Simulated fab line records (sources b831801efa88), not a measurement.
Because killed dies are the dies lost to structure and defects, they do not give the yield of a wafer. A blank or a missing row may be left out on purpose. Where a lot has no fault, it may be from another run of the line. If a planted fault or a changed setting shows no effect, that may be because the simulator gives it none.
8D (eight disciplines) problem report, filled in by code || flow sky130 || the parts of the form that need people (team, actions taken, sign-off) are left out

## 1. WHAT IS WRONG
Across 2 wafers from 2 lots, CAPM_TIN_RS at SKY_CAPM_RS_MEAS_03 averages 6.40 ohm/sq, while fault-free wafers read 6.89 ohm/sq with a standard deviation of 0.11. Measured from the usual mean, that is -4.5 standard deviations.
The step: measures by four-point-probe.
First seen on wafer L140.3, day 42 04:46, on film_metro-02. The record holds 30 wafers of 10 lots with a number at this step. By rule, "out" or "out of limits" means more than 4 standard deviations away from the usual mean. All remaining wafers that have a number are taken as sound.

## 2. WHAT IT IS, AND WHAT IT ISN'T
{"question": "which readings at this step", "is": "CAPM_TIN_RS", "is not": "-"}
{"question": "which lots", "is": "L140, L143", "is not": "L121, L123, L125, L126, L129, L131, L132, L133"}
{"question": "which wafers of those lots", "is": "L140.3, L143.3", "is not": "L140.2, L140.5, L143.4, L143.5"}
{"question": "read on which gauges", "is": "film_metro-02, film_metro-03", "is not": "film_metro-01"}
{"question": "when", "is": "from day 42 04:46", "is not": "up to then (26 sound wafers); but 2 sound wafers of L143 came after"}

## 3. WHAT RULES OUT EACH SUSPECT
Counting: any tool at a process step up to the reading remains a suspect provided it ran every lot that is out. Sound lots after the first of them don't rule it out here, since some wafers of a struck lot are sound.
- the gauge at SKY_CAPM_RS_MEAS_03: ruled out. Those wafers that are out were read across 2 gauges (film_metro-02, film_metro-03).
- cmp-02 at SKY_VIA2_CMP_02 (polishes SiO2): kept. It processed each lot that is out (first: L140, day 41 02:00); up to then, its last sound lot is L132 (day 38 20:02).
- pvd_sputter-02 at SKY_CAPM_SPUTTER_02 (material TiN, target thk 200 nm, time 166.7 s): kept. It processed each lot that is out (first: L140, day 42 04:38); up to then, its last sound lot is L133 (day 40 05:21). Out on those wafers are its own readings of cathode_dc_power_W.
Left after counting: cmp-02 at SKY_VIA2_CMP_02, pvd_sputter-02 at SKY_CAPM_SPUTTER_02.

## 4. THE CAUSE (what the simulator had put in)
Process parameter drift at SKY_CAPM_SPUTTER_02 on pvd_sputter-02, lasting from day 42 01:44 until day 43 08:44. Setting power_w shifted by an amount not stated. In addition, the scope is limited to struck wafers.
2 suspects survive the count, and this tool is in that group.

## 5. THE EFFECT CHAIN, in route order
Each row: a reading whose mean over the struck wafers that have a number lies more than 3 standard deviations from the usual. Only readings for which the record gives a usual standard deviation are gone through. hours: the time from each lot's start at the first step in this table that gives one to its start at this step, as a median over the lots. sigmas: the change in usual standard deviations.
{"hours": 0, "step": "SKY_CAPM_SPUTTER_02", "reading": "cathode_dc_power_W", "usual": "6500.0 W", "on struck wafers": 7069.8, "change": "+569.8", "sigmas": "+99 or more"}
{"hours": 0, "step": "SKY_CAPM_RS_MEAS_03", "reading": "CAPM_TIN_RS", "usual": "6.89 ohm/sq", "on struck wafers": 6.40, "change": -0.49, "sigmas": -4.5}
{"hours": 4, "step": "SKY_CAPM_THK_MEAS_04", "reading": "CAPM_TIN_THK", "usual": "199 nm", "on struck wafers": 214, "change": "+14", "sigmas": "+4.7"}
{"hours": 23, "step": "SKY_CAPM_METAL_ETCH_13", "reading": "oes_product_au", "usual": "0.943 a.u.", "on struck wafers": 0.974, "change": "+0.031", "sigmas": "+3.2"}
The process steps in it:
- SKY_CAPM_SPUTTER_02: material TiN, target thk 200 nm, time 166.7 s.
- SKY_CAPM_METAL_ETCH_13: etches TiN in Cl2/BCl3, stops on SiO2, target depth 220 nm, time 62.9 s.
Later steps that measure or inspect, where all struck wafers having a row at the step show a number for every such reading and not one has moved that far: SKY_CAPM_OVL_MEAS_12.

## 6. WHAT WOULD HAVE CAUGHT IT SOONER
In this record the first reading out of limits at a measuring or inspecting step was taken at day 42 04:46, 3 hours after the fault began at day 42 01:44.
The tool's own readings at SKY_CAPM_SPUTTER_02 were out on every struck wafer that the step has a row for (cathode_dc_power_W): an alarm limit on them would have fired on the first of those.
Among the 2 lots that are out, L143 began SKY_CAPM_SPUTTER_02 on pvd_sputter-02 after day 42 04:46. It would have been spared by a hold on the tool at that moment.
